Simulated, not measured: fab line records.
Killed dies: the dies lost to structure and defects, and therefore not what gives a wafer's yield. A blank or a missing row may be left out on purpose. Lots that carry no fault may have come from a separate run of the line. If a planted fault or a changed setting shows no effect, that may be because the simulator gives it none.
Struck lot and sound lot, side by side / flow sky130 / 15 out of 708 route steps
Sound: wafers L369.2, L369.4, L369.6. Struck: wafer L389.2. (L389.4, L389.6 of the same lot were not struck and are left out.) The cause comes at the end.
Per side, at each step with rows, come the tool, then ch with its chambers, and then its first start. Under that, the readings that differ: sound wafers / struck wafers / difference of the means / sigmas: that difference in standard deviations of wafers without a fault.
alike: readings with means less than 2 such deviations apart, plus words and numbers identical on both sides. not compared: withheld readings, readings lacking a value on some wafer, bounds such as >300 that could conceal the same value, and numbers that have no deviation in the record and whose values overlap.
The two part at a step that has a row with sigmas, a row that says differs or no value, or rows on one side only. Non-overlapping numbers with no deviation appear without sigmas and do not part them. Lack of a reading on every wafer of one side parts them only where that side has two or more wafers.

SKY_VIA1_CMP_24: polishes, stops on SiO2, t overpolish 15 s, target thk 0 nm.
  sound on cmp-01 ch 0,1,3, day 34 00:56; struck on cmp-01 ch 1, day 40 09:30
  alike: motorCurrentA, overpolishRunS, timeToEndpointS
then, 1 step without rows for these wafers: SKY_METAL2_SPUTTER_00 (material Ti, target thk 15 nm, time 10 s).
SKY_METAL2_SPUTTER_01: material TiN, target thk 20 nm, time 16.7 s.
  struck on pvdSputter-04, day 40 09:49; sound on pvdSputter-03, day 34 01:16
  alike: throttleValvePct
SKY_METAL2_SPUTTER_02: material AlCu, target thk 250 nm, time 13.3 s.
  struck on pvdSputter-04, day 40 09:51; sound on pvdSputter-03, day 34 01:17
  alike: throttleValvePct
SKY_METAL2_SPUTTER_03: material Ti, target thk 5 nm, time 3.3 s.
  struck on pvdSputter-04, day 40 09:52; sound on pvdSputter-03, day 34 01:19
  alike: throttleValvePct
SKY_METAL2_SPUTTER_04: material TiN, target thk 70 nm, time 58.3 s.
  struck on pvdSputter-04, day 40 09:53; sound on pvdSputter-03, day 34 01:19
  alike: throttleValvePct
SKY_METAL2_RS_MEAS_05: uses a four-point probe to measure.
  struck on filmMetro-03, day 40 09:58; sound on filmMetro-03, day 34 01:23
  alike: METAL2_ALCU_RS
SKY_METAL2_THK_MEAS_06: measures by xrf.
  struck on filmMetro-03, day 40 10:04; sound on filmMetro-03, day 34 01:30
  alike: METAL2_ALCU_THK
then, 4 steps without rows for these wafers: SKY_METAL2_DEHYDRATE_07 (time 60 s); SKY_METAL2_HMDS_08 (prime time 60 s); SKY_METAL2_COAT_09 (resist thk 60 nm); SKY_METAL2_COAT_10 (resist thk 450 nm).
SKY_METAL2_SOFTBAKE_11: time 90 s.
  sound on lithoTrack-02 ch 0, day 34 14:00; struck on lithoTrack-03 ch 0, day 40 22:00
reading=runLengthS (s); sound=119.08 119.16 119.33; struck=128.01; difference=+8.82; sigmas=+59
then, 1 step without rows for these wafers: SKY_METAL2_EXPOSE_12 (exposes mask MM2, target cd 140 nm).
-- the record jumps here: 10 days lie between the struck wafers' starts before and after (it left off in module METAL2 and takes up again in module PAD_OPEN, whose first step shown is number 708 of the route) --
SKY_PAD_OPEN_PROBE_99:
  struck on prober-02, day 50 14:00; sound on prober-02, day 45 18:57
  alike: defectLimitedYield, killed_at_M0_to_M3, killed_at_M4_up, killedAtContacts, killedAtFrontEnd, killedAtOther, killedDies, killedOpen, killedShort, sort_bin_3_pad_short, sort_bin_5_function, sort_bin_6_memory, sortNPass, sortYieldPct

== WHERE THEY PART ==
SKY_METAL2_SOFTBAKE_11 only, going by this record. Later steps at which nothing parts them and some readings are alike: SKY_PAD_OPEN_PROBE_99.

WHY: the cause the simulator had injected
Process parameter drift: lithoTrack-03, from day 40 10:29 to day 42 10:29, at SKY_METAL2_SOFTBAKE_11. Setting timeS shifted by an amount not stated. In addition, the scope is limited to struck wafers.
